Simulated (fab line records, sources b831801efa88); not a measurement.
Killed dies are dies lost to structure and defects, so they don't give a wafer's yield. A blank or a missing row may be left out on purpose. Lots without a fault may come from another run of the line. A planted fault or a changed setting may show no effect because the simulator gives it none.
Problem report in the 8D (eight disciplines) form, filled by code | flow gf180mcu | the parts of the form that need people (team, actions taken, sign-off) are left out

1. THE PROBLEM
rf_fwd_power_W at GF_POLY_GATE_ETCH_12 reads a mean of 575.9 W on 3 wafers of 2 lots; wafers without a fault read 495.8 W with a standard deviation of 1.8. That is +44 standard deviations from the usual mean.
The step: etches BARC in N2/H2.
First seen on wafer L657.1, day 13 08:04, on rie_diel-01. The record holds 39 wafers of 13 lots with a number at this step. Rule for "out", or "out of limits": more than 4 standard deviations from the usual mean. The other wafers with a number count as sound.

2. WHAT IT IS AND WHAT IT IS NOT
question                    | is                     | is not
which readings at this step | rf_fwd_power_W         | drypump_motor_current_A, h2_flow_sccm, oes_product_au, throttle_valve_pct
which lots                  | L657, L659             | L645, L647, L648, L649, L653, L655, L663, L664, L665, L666, L667
which wafers of those lots  | L657.1, L659.2, L659.6 | L657.3, L657.5, L659.1
read on which tools         | rie_diel-01            | rie_diel-02, rie_diel-04
when                        | from day 13 08:04      | up to then (20 sound wafers); but 16 sound wafers of L659, L663, L664, L665, L666, L667 came after

3. SUSPECTS, AND WHAT RULES EACH OUT
Counting: a tool at a process step up to the reading stays a suspect if it ran every lot that is out. Sound lots after the first of them don't rule it out here, since some wafers of a struck lot are sound.
- rie_diel-01 at GF_POLY_GATE_ETCH_12 (etches BARC in N2/H2): kept. It ran every lot that is out, first L657 (day 13 08:04); its last sound lot up to then is L655 (day 12 15:25). Its own readings are out on those wafers: rf_fwd_power_W.
- Within rie_diel-01 at GF_POLY_GATE_ETCH_12: the wafers that are out ran in chamber 1; their sound lot-mates ran in chambers 0, 2.
Left after counting: rie_diel-01 at GF_POLY_GATE_ETCH_12.

4. THE CAUSE (what the simulator had put in)
Process parameter drift: rie_diel-01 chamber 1, from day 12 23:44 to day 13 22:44, at GF_POLY_GATE_ETCH_12. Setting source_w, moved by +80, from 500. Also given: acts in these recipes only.
Counting left only this tool.

5. THE CHAIN OF EFFECTS, in route order
Each row: a reading whose mean over the struck wafers that have a number lies more than 3 standard deviations from the usual. Only readings for which the record gives a usual standard deviation are gone through. hours: the time from each lot's start at the first step in this table that gives one to its start at this step, as a median over the lots. sigmas: the change in usual standard deviations.
hours | step                 | reading        | usual   | on struck wafers | change | sigmas
0     | GF_POLY_GATE_ETCH_12 | rf_fwd_power_W | 495.8 W | 575.9            | +80.1  | +44
The process steps in it:
- GF_POLY_GATE_ETCH_12: etches BARC in N2/H2.

6. WHAT WOULD HAVE CAUGHT IT SOONER
In this record the first reading out of limits was taken at day 13 08:04, 8 hours after the fault began at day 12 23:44.
